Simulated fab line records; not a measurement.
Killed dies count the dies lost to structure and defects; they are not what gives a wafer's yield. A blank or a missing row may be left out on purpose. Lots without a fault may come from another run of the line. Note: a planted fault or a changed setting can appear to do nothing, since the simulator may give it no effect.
fab line records	flow gf180mcu
record lots=24	wafers=72	last-day=34
route steps=602 shown SAB@265 CONTACT@299 M1@331 M3@409 V3@444 V4@501
lots that met no fault: taken from a fault-free run of the same line
start-h: hours from the record's opening day to when the first of the lot's shown wafers began	wait-h: time in hours since the lot's previous step	" as in the row above	L1.1+2: one row covering several wafers at once	- no value present, or no start provided	* or withheld: withheld	< > ~ a bound
route shown NAME@n: names a module that has steps shown in the file, with the first one's number in the route	usual: mean and standard deviation over wafers with no fault	same: alike in all rows	chamber/n: place in a boat	sites: readings site by site	_std_site: the standard deviation of these	_edge_site: inner sites' mean taken away from outer sites' mean	radius-mm: how far each site lies from the wafer's centre	mask NAME#n: copy n	behind: the tool/chamber that last shaped the wafer	hold: why the lot went on hold/how many hours it stayed there/how the hold came to an end	device: which transistor (n, p or np) failed to switch	end of line: the route-end tests of the same wafers	where a step has no rows: the recipe by itself	killed: the dies lost at the first sort to structure and to defects; this is not the yield of the wafer	map: a wafer's dies, marking killed ones x, the rest . and places with no die _
set.NAME: the setting that was run; set.NAME@STEP: the one run at that earlier step	model.NAME: the simulator's own value behind a step, which no gauge read
a sample of lots followed through the steps of the route, with each step as a table and each wafer as a row
services: when a tool's chamber went out of use (start-h, in hours from the record's first day, below 0 if earlier), for how many hours, and the reason
## steps
# step GF_SAB_THK_MEAS_01
# recipe reads=SiO2_of_SAB_CVD_00
# usual SAB_CVD_00_THK=50.1/0.79
lot.wafer	tool	chamber	start-h	wait-h	SAB_CVD_00_THK[nm]
L074.2	film-metro-01	-	321.66	0.0	50.0
L074.4	"	-	"	"	50.5
L074.5	"	-	"	"	50.6
L075.1	film-metro-03	-	331.76	0.0	49.4
L075.2	"	-	"	"	49.3
L075.6	"	-	"	"	50.0
L076.1	film-metro-02	-	344.25	0.0	49.3
L076.4	"	-	"	"	49.9
L076.6	"	-	"	"	49.6
L077.2	film-metro-03	-	346.93	0.0	48.6
L077.3	"	-	"	"	49.6
L077.6	"	-	"	"	48.2
L078.2	film-metro-03	-	355.17	0.0	49.6
L078.4	"	-	"	"	50.4
L078.6	"	-	"	"	50.3
L079.4	film-metro-02	-	357.88	0.0	50.6
L079.5	"	-	"	"	50.8
L079.6	"	-	"	"	51.2
L080.2	film-metro-03	-	370.07	0.0	49.8
L080.5	"	-	"	"	50.7
L080.6	"	-	"	"	50.9
L081.1	film-metro-02	-	384.21	0.0	50.7
L081.4	"	-	"	"	51.6
L081.5	"	-	"	"	51.1
L082.1	film-metro-03	-	387.11	0.0	49.5
L082.2	"	-	"	"	48.5
L082.3	"	-	"	"	49.8
L083.1	film-metro-01	-	391.71	0.0	51.3
L083.2	"	-	"	"	50.4
L083.5	"	-	"	"	51.4
L084.1	film-metro-03	-	401.71	0.0	49.0
L084.3	"	-	"	"	50.3
L084.5	"	-	"	"	50.4
L085.1	film-metro-03	-	406.92	0.0	50.4
L085.3	"	-	"	"	50.2
L085.5	"	-	"	"	50.0
L086.1	film-metro-02	-	422.93	0.0	50.2
L086.2	"	-	"	"	49.1
L086.6	"	-	"	"	51.2
L087.2	film-metro-02	-	427.47	0.0	50.3
L087.4	"	-	"	"	50.4
L087.5	"	-	"	"	51.5
L088.2	film-metro-02	-	436.56	0.0	48.7
L088.4	"	-	"	"	50.0
L088.5	"	-	"	"	50.1
L089.3	film-metro-03	-	445.32	0.0	49.6
L089.4	"	-	"	"	49.6
L089.5	"	-	"	"	51.0
L090.3	film-metro-01	-	450.12	0.0	49.5
L090.5	"	-	"	"	50.7
L090.6	"	-	"	"	51.1
L091.1	film-metro-03	-	461.39	0.0	49.9
L091.4	"	-	"	"	50.2
L091.6	"	-	"	"	50.3
L092.1	film-metro-03	-	475.66	0.0	49.8
L092.4	"	-	"	"	51.2
L092.5	"	-	"	"	49.6
L093.1	film-metro-02	-	478.16	0.0	50.4
L093.3	"	-	"	"	49.0
L093.6	"	-	"	"	52.1
L094.1	film-metro-03	-	484.37	0.0	49.5
L094.3	"	-	"	"	49.8
L094.6	"	-	"	"	49.0
L095.1	film-metro-01	-	495.59	0.0	48.2
L095.2	"	-	"	"	49.7
L095.4	"	-	"	"	49.9
L096.2	film-metro-03	-	505.17	0.0	50.8
L096.3	"	-	"	"	50.4
L096.4	"	-	"	"	51.9
L097.3	film-metro-01	-	511.73	0.0	50.6
L097.5	"	-	"	"	49.7
L097.6	"	-	"	"	51.2
# step GF_CONTACT_PEB_12
# recipe peb-temp-c=135	peb-time-s=93.16	resist=KrF
# usual plate-sensor-t-centre-C=136.13/0.0098	plate-sensor-t-edge-C=136.29/0.01
# same peb-time-s=93.16
lot.wafer	tool	chamber	start-h	wait-h	plate-sensor-t-centre-C	plate-sensor-t-edge-C
L074.2	litho-track-02	0	-	-	136.14	136.29
L074.4	"	0	"	"	136.11	136.27
L074.5	"	0	"	"	136.13	136.29
L075.1	litho-track-04	0	-	-	136.14	136.28
L075.2	"	0	"	"	136.12	136.29
L075.6	"	0	"	"	136.12	136.3
L076.1	litho-track-02	0	-	-	136.13	136.3
L076.4	"	0	"	"	136.14	136.3
L076.6	"	0	"	"	136.13	136.31
L077.2	litho-track-04	0	-	-	136.14	136.3
L077.3	"	0	"	"	136.15	136.29
L077.6	"	0	"	"	136.12	136.28
L078.2	litho-track-03	0	-	-	136.15	136.29
L078.4	"	0	"	"	136.13	136.27
L078.6	"	0	"	"	136.14	136.29
L079.4	litho-track-04	0	-	-	136.12	136.29
L079.5	"	0	"	"	136.13	136.29
L079.6	"	0	"	"	136.15	136.28
L080.2	litho-track-04	0	-	-	136.13	136.28
L080.5	"	0	"	"	136.14	136.29
L080.6	"	0	"	"	136.14	136.29
L081.1	litho-track-02	0	-	-	136.12	136.3
L081.4	"	0	"	"	136.13	136.31
L081.5	"	0	"	"	136.12	136.29
L082.1	litho-track-02	0	-	-	136.12	136.31
L082.2	"	0	"	"	136.11	136.3
L082.3	"	0	"	"	136.12	136.28
L083.1	litho-track-02	0	-	-	136.13	136.3
L083.2	"	0	"	"	136.14	136.31
L083.5	"	0	"	"	136.13	136.29
L084.1	litho-track-03	0	-	-	136.14	136.31
L084.3	"	0	"	"	136.14	136.29
L084.5	"	0	"	"	136.12	136.32
L085.1	litho-track-04	0	-	-	136.13	136.29
L085.3	"	0	"	"	136.13	136.29
L085.5	"	0	"	"	136.13	136.29
L086.1	litho-track-04	0	-	-	136.12	136.29
L086.2	"	0	"	"	136.14	136.28
L086.6	"	0	"	"	136.11	136.29
L087.2	litho-track-02	0	-	-	136.13	136.3
L087.4	"	0	"	"	136.12	136.29
L087.5	"	0	"	"	136.13	136.29
L088.2	litho-track-03	0	-	-	136.13	136.29
L088.4	"	0	"	"	136.13	136.29
L088.5	"	0	"	"	136.12	136.28
L089.3	litho-track-03	0	-	-	136.13	136.28
L089.4	"	0	"	"	136.13	136.28
L089.5	"	0	"	"	136.12	136.3
L090.3	litho-track-02	0	-	-	136.13	136.29
L090.5	"	0	"	"	136.13	136.31
L090.6	"	0	"	"	136.14	136.3
L091.1	litho-track-02	0	-	-	136.12	136.3
L091.4	"	0	"	"	136.12	136.28
L091.6	"	0	"	"	136.13	136.29
L092.1	litho-track-04	0	-	-	136.14	136.28
L092.4	"	0	"	"	136.11	136.3
L092.5	"	0	"	"	136.12	136.28
L093.1	litho-track-02	0	-	-	136.14	136.28
L093.3	"	0	"	"	136.14	136.28
L093.6	"	0	"	"	136.13	136.3
L094.1	litho-track-03	0	-	-	136.14	136.3
L094.3	"	0	"	"	136.14	136.31
L094.6	"	0	"	"	136.14	136.3
L095.1	litho-track-03	0	-	-	136.14	136.3
L095.2	"	0	"	"	136.14	136.29
L095.4	"	0	"	"	136.13	136.29
L096.2	litho-track-04	0	-	-	136.12	136.29
L096.3	"	0	"	"	136.12	136.29
L096.4	"	0	"	"	136.12	136.29
L097.3	litho-track-02	0	-	-	136.13	136.28
L097.5	"	0	"	"	136.13	136.26
L097.6	"	0	"	"	136.12	136.28
# step GF_M1_METAL_ETCH_16
# recipe chemistry=Cl2/BCl3	mask-material=KrF	target-depth-nm=750.8	stop-on=SiO2	pressure-mtorr=8	icp-w=800	bias-w=140	Cl2_flow_sccm=80	bcl3-flow-sccm=40	time-s=125.1
# usual drypump-motor-current-A=5.7/0.51	oes-product-au=0.988/0.0089	throttle-valve-pct=28.231/0.012
lot.wafer	tool	chamber	start-h	wait-h	drypump-motor-current-A	oes-product-au	rf-hours-counter-h	throttle-valve-pct
L074.2	rie-metal-03	0	391.41	0.0	6.4	0.995	2	28.212
L074.4	"	0	"	"	6.4	0.996	-	28.230
L074.5	"	1	"	"	4.8	0.998	-	28.241
L075.1	rie-metal-02	1	401.49	0.0	6.4	0.994	9	28.232
L075.2	"	0	"	"	5.7	0.973	7	28.223
L075.6	"	0	"	"	5.8	0.964	-	28.248
L076.1	rie-metal-01	0	415.21	0.0	5.8	0.997	10	28.227
L076.4	"	0	"	"	5.8	1.002	-	28.211
L076.6	"	0	"	"	5.8	1.001	-	28.225
L077.2	rie-metal-02	0	419.16	0.0	5.8	0.968	8	28.259
L077.3	"	1	"	"	6.4	0.977	-	28.246
L077.6	"	1	"	"	6.4	0.985	-	28.223
L078.2	rie-metal-01	0	427.68	0.0	5.8	0.991	11	28.225
L078.4	"	1	"	"	5.5	0.988	-	28.229
L078.6	"	1	"	"	5.5	0.984	-	28.236
L079.4	rie-metal-03	0	430.05	0.1	6.4	0.997	-	28.227
L079.5	"	0	"	"	6.4	0.992	-	28.226
L079.6	"	1	"	"	4.8	0.989	-	28.245
L080.2	rie-metal-01	0	444.29	0.0	5.8	0.996	11	28.215
L080.5	"	1	"	"	5.5	0.982	-	28.243
L080.6	"	0	"	"	5.8	0.989	-	28.222
L081.1	rie-metal-01	0	459.69	0.0	5.8	1.000	11	28.222
L081.4	"	1	"	"	5.5	0.981	-	28.244
L081.5	"	1	"	"	5.5	0.979	-	28.222
L082.1	rie-metal-03	1	462.91	0.0	4.9	0.987	9	28.226
L082.2	"	0	"	"	6.4	0.995	4	28.240
L082.3	"	0	"	"	6.4	0.991	-	28.206
L083.1	rie-metal-01	1	465.64	0.0	5.5	0.983	7	28.226
L083.2	"	1	"	"	5.5	0.993	-	28.241
L083.5	"	1	"	"	5.5	0.980	-	28.226
L084.1	rie-metal-02	1	477.71	0.0	6.4	0.997	11	28.225
L084.3	"	0	"	"	5.7	0.973	-	28.257
L084.5	"	0	"	"	5.7	0.969	-	28.247
L085.1	rie-metal-03	0	482.64	0.0	6.4	1.000	4	28.217
L085.3	"	1	"	"	4.9	0.997	-	28.232
L085.5	"	0	"	"	6.4	0.988	-	28.215
L086.1	rie-metal-03	1	497.54	0.0	4.9	0.994	10	28.227
L086.2	"	0	"	"	6.4	0.999	4	28.216
L086.6	"	0	"	"	6.4	0.997	-	28.213
L087.2	rie-metal-01	0	503.51	0.0	5.8	0.986	12	28.239
L087.4	"	1	"	"	5.5	0.979	-	28.248
L087.5	"	0	"	"	5.8	1.000	-	28.215
L088.2	rie-metal-03	0	511.36	0.0	6.4	0.993	5	28.225
L088.4	"	0	"	"	6.4	0.992	-	28.224
L088.5	"	0	"	"	6.4	0.998	-	28.217
L089.3	rie-metal-01	1	519.93	0.1	5.5	0.978	-	28.237
L089.4	"	0	"	"	5.8	1.004	-	28.222
L089.5	"	0	"	"	5.8	0.997	-	28.222
L090.3	rie-metal-01	1	523.65	0.1	5.5	0.983	-	28.247
L090.5	"	1	"	"	5.5	0.976	-	28.251
L090.6	"	0	"	"	5.8	1.000	-	28.206
L091.1	rie-metal-01	0	535.40	0.0	5.8	0.998	13	28.220
L091.4	"	0	"	"	5.8	0.998	-	28.232
L091.6	"	0	"	"	5.8	1.000	-	28.218
L092.1	rie-metal-03	1	548.89	0.0	4.8	0.993	11	28.224
L092.4	"	1	"	"	4.9	0.985	-	28.232
L092.5	"	1	"	"	4.9	0.986	-	28.207
L093.1	rie-metal-02	0	549.81	0.0	5.7	0.975	10	28.248
L093.3	"	0	"	"	5.8	0.975	-	28.255
L093.6	"	1	"	"	6.4	0.997	-	28.227
L094.1	rie-metal-01	0	556.14	0.0	5.8	0.998	14	28.223
L094.3	"	0	"	"	5.8	0.998	-	28.224
L094.6	"	1	"	"	5.5	0.983	-	28.231
L095.1	rie-metal-03	1	566.61	0.0	4.9	0.994	12	28.226
L095.2	"	0	"	"	6.4	0.996	6	28.235
L095.4	"	1	"	"	4.9	0.989	-	28.222
L096.2	rie-metal-01	1	576.95	0.1	5.5	0.981	-	28.227
L096.3	"	1	"	"	5.5	0.984	-	28.242
L096.4	"	1	"	"	5.5	0.982	-	28.250
L097.3	rie-metal-02	0	581.35	0.1	5.8	0.977	-	28.240
L097.5	"	1	"	"	6.4	0.974	-	28.234
L097.6	"	0	"	"	5.8	0.977	-	28.246
# step GF_M3_SPUTTER_00
# recipe material=Ti	target-thk-nm=37.5	arriving-ion-energy-ev=80	substrate-temp-c=200	chamber-pressure-pa=2	power-w=4000	time-s=150
# usual substrate-temp-c=199.98/0.16	throttle-valve-pct=30.2/0.69
lot.wafer	tool	chamber	start-h	wait-h	substrate-temp-c	throttle-valve-pct
L074.2	pvd-sputter-04	-	469.96	0.1	199.84	29.8
L074.4	"	-	"	"	200.14	30.8
L074.5	"	-	"	"	199.89	30.0
L075.1	pvd-sputter-03	-	480.26	0.1	199.84	29.5
L075.2	"	-	"	"	200.06	31.2
L075.6	"	-	"	"	200.11	29.7
L076.1	pvd-sputter-04	-	493.21	0.2	200.07	29.9
L076.4	"	-	"	"	199.83	30.6
L076.6	"	-	"	"	199.79	30.5
L077.2	pvd-sputter-01	-	497.56	0.2	199.89	29.1
L077.3	"	-	"	"	199.88	30.5
L077.6	"	-	"	"	200.12	30.6
L078.2	pvd-sputter-01	-	505.51	0.1	199.89	28.9
L078.4	"	-	"	"	199.67	30.3
L078.6	"	-	"	"	200.20	30.3
L079.4	pvd-sputter-01	-	507.56	0.2	200.04	30.4
L079.5	"	-	"	"	200.12	28.8
L079.6	"	-	"	"	199.96	30.6
L080.2	pvd-sputter-04	-	521.96	0.1	199.94	29.7
L080.5	"	-	"	"	200.26	29.8
L080.6	"	-	"	"	200.04	30.6
L081.1	pvd-sputter-04	-	537.01	0.2	199.91	30.6
L081.4	"	-	"	"	199.95	29.9
L081.5	"	-	"	"	199.74	30.6
L082.1	pvd-sputter-01	-	538.76	0.1	199.84	28.8
L082.2	"	-	"	"	200.11	29.1
L082.3	"	-	"	"	199.90	30.5
L083.1	pvd-sputter-01	-	541.21	0.1	200.15	28.8
L083.2	"	-	"	"	200.02	30.7
L083.5	"	-	"	"	199.70	29.0
L084.1	pvd-sputter-03	-	552.12	0.1	200.06	30.5
L084.3	"	-	"	"	199.91	29.4
L084.5	"	-	"	"	200.01	29.6
L085.1	pvd-sputter-04	-	556.71	0.1	200.02	29.7
L085.3	"	-	"	"	200.20	30.3
L085.5	"	-	"	"	200.24	30.7
L086.1	pvd-sputter-01	-	571.27	0.2	199.89	29.5
L086.2	"	-	"	"	199.95	29.1
L086.6	"	-	"	"	200.15	30.8
L087.2	pvd-sputter-01	-	576.49	0.2	200.10	30.5
L087.4	"	-	"	"	199.89	28.9
L087.5	"	-	"	"	200.02	30.3
L088.2	pvd-sputter-04	-	585.14	0.2	200.08	29.7
L088.4	"	-	"	"	199.96	30.6
L088.5	"	-	"	"	200.11	30.5
L089.3	pvd-sputter-01	-	591.61	0.2	199.99	28.9
L089.4	"	-	"	"	199.91	30.7
L089.5	"	-	"	"	199.90	30.5
L090.3	pvd-sputter-04	-	595.31	0.1	200.00	30.7
L090.5	"	-	"	"	200.18	30.4
L090.6	"	-	"	"	200.37	29.9
L091.1	pvd-sputter-01	-	606.11	0.1	199.84	29.2
L091.4	"	-	"	"	199.96	30.2
L091.6	"	-	"	"	199.79	29.2
L092.1	pvd-sputter-04	-	619.57	0.1	199.80	29.9
L092.4	"	-	"	"	199.93	30.4
L092.5	"	-	"	"	199.97	30.5
L093.1	pvd-sputter-01	-	620.41	0.2	199.93	30.4
L093.3	"	-	"	"	200.01	29.0
L093.6	"	-	"	"	199.76	30.4
L094.1	pvd-sputter-03	-	625.76	0.2	200.25	29.6
L094.3	"	-	"	"	199.85	31.5
L094.6	"	-	"	"	199.90	31.3
L095.1	pvd-sputter-04	-	636.40	0.1	199.83	30.7
L095.2	"	-	"	"	200.13	29.7
L095.4	"	-	"	"	199.67	29.6
L096.2	pvd-sputter-03	-	645.48	0.1	199.91	31.2
L096.3	"	-	"	"	200.03	30.5
L096.4	"	-	"	"	199.97	29.6
L097.3	pvd-sputter-03	-	649.52	0.2	200.31	29.5
L097.5	"	-	"	"	200.44	31.1
L097.6	"	-	"	"	200.03	31.1
# step GF_V3_OVL_MEAS_15
# usual V3_OVL=-3/4.9
lot.wafer	tool	chamber	start-h	wait-h	V3_OVL[nm]
L074.2	overlay-01	-	519.51	0.1	-11
L074.4	"	-	"	"	-11
L074.5	"	-	"	"	-10
L075.1	overlay-02	-	528.72	0.1	-6
L075.2	"	-	"	"	-1
L075.6	"	-	"	"	-5
L076.1	overlay-01	-	541.77	0.1	9
L076.4	"	-	"	"	-6
L076.6	"	-	"	"	-1
L077.2	overlay-01	-	545.02	0.1	-1
L077.3	"	-	"	"	-4
L077.6	"	-	"	"	-6
L078.2	overlay-01	-	552.61	0.1	0
L078.4	"	-	"	"	-7
L078.6	"	-	"	"	-5
L079.4	overlay-01	-	554.64	0.1	-7
L079.5	"	-	"	"	0
L079.6	"	-	"	"	-1
L080.2	overlay-02	-	568.91	0.1	3
L080.5	"	-	"	"	5
L080.6	"	-	"	"	-5
L081.1	overlay-01	-	582.96	0.1	-2
L081.4	"	-	"	"	-6
L081.5	"	-	"	"	-1
L082.1	overlay-02	-	583.91	0.1	-3
L082.2	"	-	"	"	-2
L082.3	"	-	"	"	-11
L083.1	overlay-02	-	586.77	0.1	-7
L083.2	"	-	"	"	-2
L083.5	"	-	"	"	-7
L084.1	overlay-01	-	597.56	0.1	3
L084.3	"	-	"	"	1
L084.5	"	-	"	"	0
L085.1	overlay-01	-	602.37	0.1	4
L085.3	"	-	"	"	5
L085.5	"	-	"	"	8
L086.1	overlay-02	-	615.92	0.1	1
L086.2	"	-	"	"	-2
L086.6	"	-	"	"	-1
L087.2	overlay-01	-	620.16	0.1	0
L087.4	"	-	"	"	-5
L087.5	"	-	"	"	-4
L088.2	overlay-02	-	629.31	0.1	-14
L088.4	"	-	"	"	-9
L088.5	"	-	"	"	-4
L089.3	overlay-01	-	635.07	0.1	-1
L089.4	"	-	"	"	1
L089.5	"	-	"	"	3
L090.3	overlay-02	-	638.72	0.1	-10
L090.5	"	-	"	"	-14
L090.6	"	-	"	"	-11
L091.1	overlay-02	-	648.77	0.1	8
L091.4	"	-	"	"	7
L091.6	"	-	"	"	1
L092.1	overlay-02	-	661.27	0.1	-7
L092.4	"	-	"	"	-4
L092.5	"	-	"	"	-2
L093.1	overlay-01	-	661.62	0.1	-1
L093.3	"	-	"	"	-3
L093.6	"	-	"	"	7
L094.1	overlay-02	-	666.90	0.1	-4
L094.3	"	-	"	"	1
L094.6	"	-	"	"	-13
L095.1	overlay-02	-	677.40	0.1	-10
L095.2	"	-	"	"	-8
L095.4	"	-	"	"	-11
L096.2	overlay-01	-	686.36	0.1	-11
L096.3	"	-	"	"	-2
L096.4	"	-	"	"	-9
L097.3	overlay-01	-	689.58	0.1	-2
L097.5	"	-	"	"	-3
L097.6	"	-	"	"	-1
# step GF_V4_THK_MEAS_25
# recipe thk-meas-gauge=xrf	reads=W_of_V4_CVD_23
# usual V4_W_THK=334/5
lot.wafer	tool	chamber	start-h	wait-h	V4_W_THK[nm]
L074.2	film-metro-03	-	568.60	0.1	336
L074.4	"	-	"	"	334
L074.5	"	-	"	"	341
L075.1	film-metro-04	-	576.81	0.1	334
L075.2	"	-	"	"	330
L075.6	"	-	"	"	331
L076.1	film-metro-03	-	588.95	0.1	327
L076.4	"	-	"	"	325
L076.6	"	-	"	"	328
L077.2	film-metro-01	-	592.84	0.1	340
L077.3	"	-	"	"	340
L077.6	"	-	"	"	342
L078.2	film-metro-01	-	599.69	0.1	343
L078.4	"	-	"	"	332
L078.6	"	-	"	"	338
L079.4	film-metro-04	-	601.38	0.1	328
L079.5	"	-	"	"	331
L079.6	"	-	"	"	334
L080.2	film-metro-04	-	615.34	0.1	328
L080.5	"	-	"	"	327
L080.6	"	-	"	"	327
L081.1	film-metro-04	-	629.46	0.1	336
L081.4	"	-	"	"	337
L081.5	"	-	"	"	333
L082.1	film-metro-01	-	631.14	0.1	344
L082.2	"	-	"	"	336
L082.3	"	-	"	"	337
L083.1	film-metro-01	-	632.19	0.1	344
L083.2	"	-	"	"	338
L083.5	"	-	"	"	336
L084.1	film-metro-01	-	642.83	0.1	340
L084.3	"	-	"	"	347
L084.5	"	-	"	"	343
L085.1	film-metro-04	-	648.25	0.1	329
L085.3	"	-	"	"	329
L085.5	"	-	"	"	329
L086.1	film-metro-04	-	660.75	0.1	333
L086.2	"	-	"	"	330
L086.6	"	-	"	"	334
L087.2	film-metro-04	-	664.51	0.1	330
L087.4	"	-	"	"	335
L087.5	"	-	"	"	331
L088.2	film-metro-03	-	673.01	0.1	332
L088.4	"	-	"	"	336
L088.5	"	-	"	"	325
L089.3	film-metro-03	-	679.02	0.1	330
L089.4	"	-	"	"	327
L089.5	"	-	"	"	329
L090.3	film-metro-01	-	681.77	0.1	336
L090.5	"	-	"	"	334
L090.6	"	-	"	"	336
L091.1	film-metro-01	-	692.12	0.1	332
L091.4	"	-	"	"	335
L091.6	"	-	"	"	330
L092.1	film-metro-04	-	703.40	0.1	329
L092.4	"	-	"	"	328
L092.5	"	-	"	"	331
L093.1	film-metro-04	-	704.57	0.1	329
L093.3	"	-	"	"	329
L093.6	"	-	"	"	332
L094.1	film-metro-01	-	709.30	0.1	335
L094.3	"	-	"	"	335
L094.6	"	-	"	"	336
L095.1	film-metro-01	-	718.65	0.1	334
L095.2	"	-	"	"	334
L095.4	"	-	"	"	340
L096.2	film-metro-01	-	727.39	0.1	340
L096.3	"	-	"	"	333
L096.4	"	-	"	"	334
L097.3	film-metro-01	-	730.02	0.1	338
L097.5	"	-	"	"	335
L097.6	"	-	"	"	339
## services
tool	chamber	start-h	hours	kind
pvd-sputter-03	-	378.29	1.2	repair
pvd-sputter-03	-	393.74	2.6	repair
rie-metal-01	1	395.67	22.1	repair
rie-metal-03	1	406.81	4.2	repair
pvd-sputter-01	-	415.00	14.4	repair
pvd-sputter-01	-	417.69	1.0	repair
pvd-sputter-03	-	422.53	14.5	repair
rie-metal-02	1	445.05	4.9	repair
rie-metal-01	0	462.99	19.7	repair
pvd-sputter-01	-	463.74	5.0	repair
pvd-sputter-03	-	471.36	2.3	repair
rie-metal-01	-	480.69	0.8	repair
rie-metal-01	-	490.82	0.4	repair
pvd-sputter-04	-	491.11	1.5	repair
pvd-sputter-01	0	505.73	-	consumable-replace:kit
pvd-sputter-01	0	505.73	18.0	scheduled-down
pvd-sputter-01	0	505.73	18.0	vent-cycle
pvd-sputter-04	-	572.58	6.7	repair
rie-metal-01	0	576.40	-	clean
rie-metal-01	0	576.40	17.2	scheduled-down
rie-metal-01	0	576.40	17.2	vent-cycle
pvd-sputter-04	-	592.20	2.5	repair
rie-metal-02	-	607.36	14.6	pm
pvd-sputter-03	-	635.11	3.2	repair
## key
fault none
